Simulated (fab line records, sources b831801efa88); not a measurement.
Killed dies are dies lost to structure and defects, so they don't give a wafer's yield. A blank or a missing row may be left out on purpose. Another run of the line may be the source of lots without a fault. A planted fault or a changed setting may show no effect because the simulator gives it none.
fab line records | flow sky130
[record] lots = 11 wafers = 33 lastDay = 50
route steps=708 shown SD_N@356 LI_CONTACT@377 LOCAL_INTERCONNECT@393 PAD_OPEN@708
lots untouched by any fault: they come from a run of this same line in which no faults occurred
startH: start of the lot's first displayed wafer, in hours after the record's first day | waitH: hours since the lot's step before | " same as the row above | L1.1+2: a row that stands for several wafers | - no value present, or no start provided | * or withheld: withheld | < > ~ a bound
route shown NAME@n: a module of which the file shows steps, and the number in the route of the first | usual: mean/standard deviation taken from wafers without a fault | same: alike in all rows | chamber/n: place in a boat | sites: the reading at each site | _std_site: their standard deviation | _edge_site: mean of outer sites minus mean of inner sites | radiusMm: for every site, how far away it sits from the centre of the wafer | mask NAME#n: copy n | behind: the tool/chamber that last shaped the wafer | hold: why the lot went on hold/how many hours it stayed there/how the hold came to an end | device: which transistor (n, p or np) failed to switch | end of line: the tests these same wafers got at the end of their route | a step without rows: its recipe alone | killed: count of dies lost to structure and defects at first sort (not the wafer's yield) | map: a wafer's dies, marking killed ones x, the rest . and places with no die _
set.NAME: the setting that was run; set.NAME@STEP: the one run at that earlier step | model.NAME: the simulator's own value behind a step, which no gauge read
the route's steps for a sample of lots (tables are steps, rows are wafers)
services: from which hour (startH, from the record's first day; less than 0 if before it) a tool's chamber was out of use, for how many hours, and why
[[steps]]
[step SKY_SD_N_RTA_14]
[recipe] tempC = 1075 timeS = 2 idleTempC = 650 rampUpCPerS = 150 rampDownCPerS = 90 ambient = N2
[usual] lampPowerPct = 15.74/0.055 rampUpCPerS = 150.00/0.029 wafer_temp_C_max = 1078.2/1.3
// columns lot.wafer tool chamber startH waitH lampPowerPct rampUpCPerS wafer_temp_C_max
L159.1 rtpAnneal-01 0 632.66 0.0 15.75 149.98 1077.1
L159.2 " 0 " " 15.73 149.97 1077.9
L159.4 " 0 " " 15.70 150.00 1077.2
L160.3 rtpAnneal-02 0 648.67 0.0 15.81 150.01 1079.1
L160.5 " 0 " " 15.74 150.06 1077.5
L160.6 " 0 " " 15.77 149.98 1078.5
L161.1 rtpAnneal-01 0 659.41 0.0 15.79 149.99 1075.2
L161.2 " 0 " " 15.82 150.01 1076.9
L161.5 " 0 " " 15.68 150.07 1077.1
L164.2 rtpAnneal-02 0 681.82 0.0 15.70 150.02 1076.6
L164.3 " 0 " " 15.74 150.02 1078.3
L164.4 " 0 " " 15.79 149.97 1077.2
L165.2 rtpAnneal-01 0 692.96 0.0 15.87 149.98 1076.8
L165.4 " 0 " " 15.67 149.98 1077.9
L165.6 " 0 " " 15.77 150.01 1079.0
L169.2 rtpAnneal-01 0 737.02 0.0 15.69 150.06 1079.1
L169.5 " 0 " " 15.60 150.05 1078.6
L169.6 " 0 " " 15.64 150.03 1080.4
L170.3 rtpAnneal-02 0 738.36 0.0 15.70 150.03 1078.0
L170.4 " 0 " " 15.71 150.00 1077.1
L170.5 " 0 " " 15.76 149.96 1077.2
L175.1 rtpAnneal-01 0 788.59 0.0 15.69 150.01 1077.9
L175.4 " 0 " " 15.76 150.03 1078.0
L175.5 " 0 " " 15.78 150.01 1077.8
L176.2 rtpAnneal-02 0 792.16 0.0 15.72 150.01 1079.8
L176.4 " 0 " " 15.80 150.01 1077.8
L176.5 " 0 " " 15.81 149.98 1076.0
L177.1 rtpAnneal-01 0 793.26 0.0 15.81 150.01 1078.5
L177.3 " 0 " " 15.69 150.03 1075.8
L177.5 " 0 " " 15.74 150.01 1077.9
L180.2 rtpAnneal-02 0 826.45 0.0 15.79 150.02 1081.1
L180.3 " 0 " " 15.68 150.00 1080.5
L180.5 " 0 " " 15.75 150.03 1077.8
[step SKY_LI_CONTACT_ETCH_15]
[recipe] target = PSG chemistry = C4F8/O2/Ar stopOn = Si taperDeg = 4.15 maskMaterial = KrF-thick sourceW = 1500 biasW = 1200 pressureMtorr = 40 c4f8FlowSccm = withheld O2_flow_sccm = 6 Ar_flow_sccm = 300 timeS = withheld targetDepthA = 6000
[usual] biasW = 1199/3.6 oesProductAu = 0.836/0.0042 rfFwdPowerW = 1493/5
// columns lot.wafer tool chamber startH waitH biasW oesProductAu rfFwdPowerW
L159.1 rieDiel-02 0 662.68 0.0 1195 0.838 1494
L159.2 " 3 " " 1200 0.836 1497
L159.4 " 2 " " 1200 0.835 1494
L160.3 rieDiel-03 2 677.68 0.0 1197 0.837 1498
L160.5 " 1 " " 1205 0.831 1497
L160.6 " 2 " " 1201 0.838 1490
L161.1 rieDiel-04 2 687.97 0.0 1195 0.841 1488
L161.2 " 3 " " 1205 0.838 1484
L161.5 " 0 " " 1196 0.836 1495
L164.2 rieDiel-04 0 710.09 0.0 1193 0.838 1489
L164.3 " 3 " " 1198 0.837 1489
L164.4 " 2 " " 1208 0.838 1490
L165.2 rieDiel-04 0 721.67 0.0 1198 0.847 1492
L165.4 " 2 " " 1198 0.834 1490
L165.6 " 3 " " 1205 0.839 1485
L169.2 rieDiel-02 0 764.63 0.0 1198 0.831 1487
L169.5 " 0 " " 1199 0.836 1495
L169.6 " 3 " " 1197 0.838 1502
L170.3 rieDiel-03 1 766.22 0.0 1199 0.841 1495
L170.4 " 2 " " 1195 0.829 1496
L170.5 " 1 " " 1198 0.839 1493
L175.1 rieDiel-02 3 816.23 0.0 1195 0.834 1492
L175.4 " 0 " " 1198 0.839 1492
L175.5 " 1 " " 1201 0.842 1495
L176.2 rieDiel-04 3 818.99 0.0 1200 0.836 1492
L176.4 " 2 " " 1195 0.831 1499
L176.5 " 3 " " 1203 0.831 1486
L177.1 rieDiel-04 1 820.33 0.0 1203 0.838 1494
L177.3 " 2 " " 1190 0.826 1484
L177.5 " 2 " " 1194 0.838 1489
L180.2 rieDiel-04 2 853.44 0.0 1199 0.840 1494
L180.3 " 3 " " 1202 0.833 1491
L180.5 " 0 " " 1203 0.840 1491
[step SKY_LI_CONTACT_SPUTTER_20]
[recipe] material = TiN targetThkNm = 20 chamberPressurePa = 5 powerW = 4000 timeS = 80
[usual] chamberPressurePa = 4.999/0.011 throttleValvePct = 30.0/0.9
// columns lot.wafer tool chamber startH waitH chamberPressurePa throttleValvePct
L159.1 pvdSputter-03 - 663.13 0.0 5.009 29.1
L159.2 " - " " 5.008 30.6
L159.4 " - " " 4.988 28.5
L160.3 pvdSputter-02 - 678.15 0.0 4.984 29.3
L160.5 " - " " 4.989 31.3
L160.6 " - " " 4.983 31.3
L161.1 pvdSputter-01 - 688.43 0.0 4.995 31.1
L161.2 " - " " 4.993 30.8
L161.5 " - " " 5.001 29.6
L164.2 pvdSputter-03 - 710.54 0.0 4.985 28.5
L164.3 " - " " 4.997 29.2
L164.4 " - " " 5.001 30.2
L165.2 pvdSputter-02 - 722.13 0.0 4.980 29.3
L165.4 " - " " 5.000 31.1
L165.6 " - " " 4.981 31.4
L169.2 pvdSputter-03 - 765.10 0.0 5.007 28.7
L169.5 " - " " 4.999 30.3
L169.6 " - " " 5.008 28.9
L170.3 pvdSputter-02 - 766.68 0.0 4.979 31.4
L170.4 " - " " 5.000 31.6
L170.5 " - " " 5.012 29.8
L175.1 pvdSputter-02 - 816.70 0.0 4.987 29.1
L175.4 " - " " 4.999 31.6
L175.5 " - " " 4.992 29.2
L176.2 pvdSputter-01 - 819.44 0.0 5.012 31.5
L176.4 " - " " 4.991 30.0
L176.5 " - " " 4.993 29.4
L177.1 pvdSputter-01 - 820.80 0.0 4.992 29.7
L177.3 " - " " 5.003 29.7
L177.5 " - " " 5.004 30.7
L180.2 pvdSputter-03 - 853.91 0.0 5.006 29.0
L180.3 " - " " 5.015 28.4
L180.5 " - " " 5.009 31.0
[step SKY_LOCAL_INTERCONNECT_COAT_06]
[recipe] resist = KrF-thick spinRpm = 3000 resistThkNm = 450
[usual] resistLineTempC = 23.00/0.11 spinSpeedRpm = 2999.8/2
// columns lot.wafer tool chamber startH waitH resistLineTempC spinSpeedRpm
L159.1 lithoTrack-03 0 677 - 23.30 3000.2
L159.2 " 0 " " 23.21 2998.3
L159.4 " 0 " " 23.15 3001.3
L160.3 lithoTrack-03 0 692 - 23.15 3000.1
L160.5 " 0 " " 23.19 2999.7
L160.6 " 0 " " 23.00 3001.4
L161.1 lithoTrack-02 0 703 - 23.10 3000.7
L161.2 " 0 " " 22.97 3002.7
L161.5 " 0 " " 23.03 3004.0
L164.2 lithoTrack-04 0 724 - 22.98 2999.9
L164.3 " 0 " " 22.97 3000.1
L164.4 " 0 " " 22.90 3002.1
L165.2 lithoTrack-03 0 736 - 22.83 2999.6
L165.4 " 0 " " 22.76 3000.4
L165.6 " 0 " " 22.88 2997.7
L169.2 lithoTrack-02 0 779 - 23.03 2998.6
L169.5 " 0 " " 23.09 3000.1
L169.6 " 0 " " 23.05 2993.2
L170.3 lithoTrack-02 0 780 - 22.72 3002.3
L170.4 " 0 " " 22.88 3001.2
L170.5 " 0 " " 22.79 3003.5
L175.1 lithoTrack-04 0 830 - 23.00 3000.4
L175.4 " 0 " " 22.86 2999.8
L175.5 " 0 " " 22.97 3002.7
L176.2 lithoTrack-03 0 833 - 23.02 2998.5
L176.4 " 0 " " 23.03 2996.6
L176.5 " 0 " " 22.96 2998.9
L177.1 lithoTrack-03 0 834 - 23.14 2802.9
L177.3 " 0 " " 22.99 2804.3
L177.5 " 0 " " 22.96 2800.9
L180.2 lithoTrack-03 0 867 - 22.99 2803.5
L180.3 " 0 " " 22.99 2802.7
L180.5 " 0 " " 23.18 2802.8
[step SKY_LOCAL_INTERCONNECT_STRIP_15]
[recipe] chemistry = O2/N2 powerW = 1400 pressureMtorr = 1500 platenTempC = withheld o2FlowSccm = 3000 n2FlowSccm = 300 overashFraction = 0.5
[usual] drypumpMotorCurrentA = 5.6/0.45 o2FlowSccm = 3000/9.1 oesProductAu = 0.427/0.0041 stripTimeToEndpointS = 4.723/0.02
// columns lot.wafer tool chamber startH waitH drypumpMotorCurrentA o2FlowSccm oesProductAu rfHoursCounterH stripTimeToEndpointS
L159.1 plasmaAsher-01 0 691.55 0.1 5.9 3002 0.423 90 4.721
L159.2 " 1 " " 5.1 3002 0.425 90 4.740
L159.4 " 1 " " 5.0 2997 0.426 - 4.738
L160.3 plasmaAsher-01 0 707.29 0.1 5.9 3007 0.425 - 4.721
L160.5 " 0 " " 5.9 3029 0.418 - 4.729
L160.6 " 1 " " 5.1 2976 0.428 - 4.745
L161.1 plasmaAsher-01 1 717.06 0.0 5.1 2998 0.423 93 4.707
L161.2 " 0 " " 5.9 2994 0.427 93 4.694
L161.5 " 0 " " 5.9 3004 0.426 - 4.702
L164.2 plasmaAsher-04 1 739.00 0.0 5.0 3010 0.426 30 4.737
L164.3 " 0 " " 5.9 2999 0.426 - 4.702
L164.4 " 1 " " 5.0 3008 0.413 - 4.699
L165.2 plasmaAsher-01 1 749.96 0.0 5.1 3005 0.429 96 4.747
L165.4 " 0 " " 5.9 3009 0.433 - 4.742
L165.6 " 1 " " 5.1 3002 0.432 - 4.753
L169.2 plasmaAsher-03 1 792.30 0.0 5.7 3001 0.427 5 4.723
L169.5 " 1 " " 5.7 2999 0.432 - 4.721
L169.6 " 0 " " 6.2 2994 0.435 - 4.708
L170.3 plasmaAsher-01 0 794.19 0.1 5.9 3002 0.428 - 4.750
L170.4 " 1 " " 5.1 2998 0.429 - 4.747
L170.5 " 1 " " 5.1 2994 0.426 - 4.744
L175.1 plasmaAsher-04 0 844.05 0.0 5.9 3005 0.429 40 4.683
L175.4 " 0 " " 5.9 2990 0.427 - 4.708
L175.5 " 1 " " 5.0 3004 0.425 - 4.692
L176.2 plasmaAsher-01 1 847.10 0.0 5.1 2985 0.427 106 4.744
L176.4 " 0 " " 5.9 2991 0.427 - 4.724
L176.5 " 0 " " 5.9 2994 0.427 - 4.739
L177.1 plasmaAsher-03 0 848.56 0.0 6.2 2999 0.437 11 4.902
L177.3 " 1 " " 5.7 3002 0.425 - 4.838
L177.5 " 1 " " 5.7 3014 0.433 - 4.860
L180.2 plasmaAsher-01 1 880.76 0.0 5.1 2990 0.435 109 4.912
L180.3 " 1 " " 5.1 2982 0.428 - 4.920
L180.5 " 0 " " 5.9 3012 0.431 - 4.890
[step SKY_PAD_OPEN_PROBE_99]
[usual] killed_at_M0_to_M3 = 44/7.6 killed_at_M4_up = 3.2/1.7 killedAtContacts = 24/5.7 killedAtFrontEnd = 16/3.9 killedAtOther = 0.2/0.45 killedDies = 87/9.5 killedOpen = 47/6.9 killedShort = 40/5.8
[same] grossDies = 492 killedAtBackSide = 0
// columns lot.wafer tool chamber startH waitH killed_at_M0_to_M3 killed_at_M4_up killedAtContacts killedAtFrontEnd killedAtOther killedDies killedOpen killedShort
L180.3 prober-02 - 1196.14 0.2 33 4 24 17 0 78 43 35
// killed by level:class
L180.3 CONTACT:geometricParticle:open=11 LI_CONTACT:geometricParticle:open=6 POLY_GATE:geometricParticle:open=5 METAL2:geometricParticle:short=5 VIA2:geometricParticle:open=5 FIELD_ISO:geometricParticle:open=4 POLY_GATE:geometricParticle:short=4 VIA1:geometricParticle:short=4
[[services]]
// columns tool chamber startH hours kind
pvdSputter-02 - 614.41 21.8 repair
rieDiel-03 3 617.52 7.1 repair
rtpAnneal-02 - 626.97 0.8 pm
rieDiel-04 3 636.51 15.5 repair
pvdSputter-02 - 639.34 3.7 repair
rieDiel-04 2 668.38 1.2 repair
rieDiel-04 0 673.86 2.6 repair
pvdSputter-02 - 684.01 7.6 repair
plasmaAsher-04 - 684.43 1.0 repair
rieDiel-02 2 713.40 3.0 repair
rieDiel-04 0 725.30 13.0 repair
rieDiel-02 3 728.82 6.1 repair
pvdSputter-03 - 746.26 3.2 repair
rieDiel-02 - 772.53 3.1 repair
pvdSputter-01 - 785.73 0.7 repair
rieDiel-04 0 812.70 7.5 repair
pvdSputter-02 - 827.26 11.6 repair
pvdSputter-01 - 836.39 6.2 repair
pvdSputter-02 - 840.67 1.2 repair
rieDiel-04 2 844.01 2.8 repair
rtpAnneal-02 - 849.56 7.0 pm
rtpAnneal-01 - 858.99 0.9 pm
pvdSputter-02 - 868.18 2.4 repair
pvdSputter-02 - 880.20 4.8 repair
[[key]]
[firstSign] step = SKY_LOCAL_INTERCONNECT_COAT_06 reading = spinSpeedRpm direction = down sigmas = 96 usual = 2999.8 struck = 2802.8
[effect] step = SKY_LOCAL_INTERCONNECT_STRIP_15 reading = stripTimeToEndpointS direction = up sigmas = 8 usual = * struck = *
metAt SKY_LOCAL_INTERCONNECT_COAT_06
struckLots L177,L180
testerLeftOut L177,L180
[loopTrim] step = SKY_LI_CONTACT_EXPOSE_09 setting = dose lots = L180
notActingAt SKY_SD_N_RTA_14,SKY_LI_CONTACT_ETCH_15,SKY_LI_CONTACT_SPUTTER_20
onsetBetween 833 834
[fault] kind = processParameterDrift tool = lithoTrack-03 chamber = - onsetH = 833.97 steps = SKY_LOCAL_INTERCONNECT_COAT_06 channel = spinRpm offset = -196.61 shape = step endH = 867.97 actsIn = theseRecipesOnly stated = 3000
// testerLeftOut: of these lots the tester's yield and bins aren't shown, on N5 and GAA mostly nor the transistor test; their killed dies are dies lost to structure and defects alone, not to doping, threshold or leakage, so they don't give the yield
// loopTrim: a control loop set the setting to another value than it would have without faults
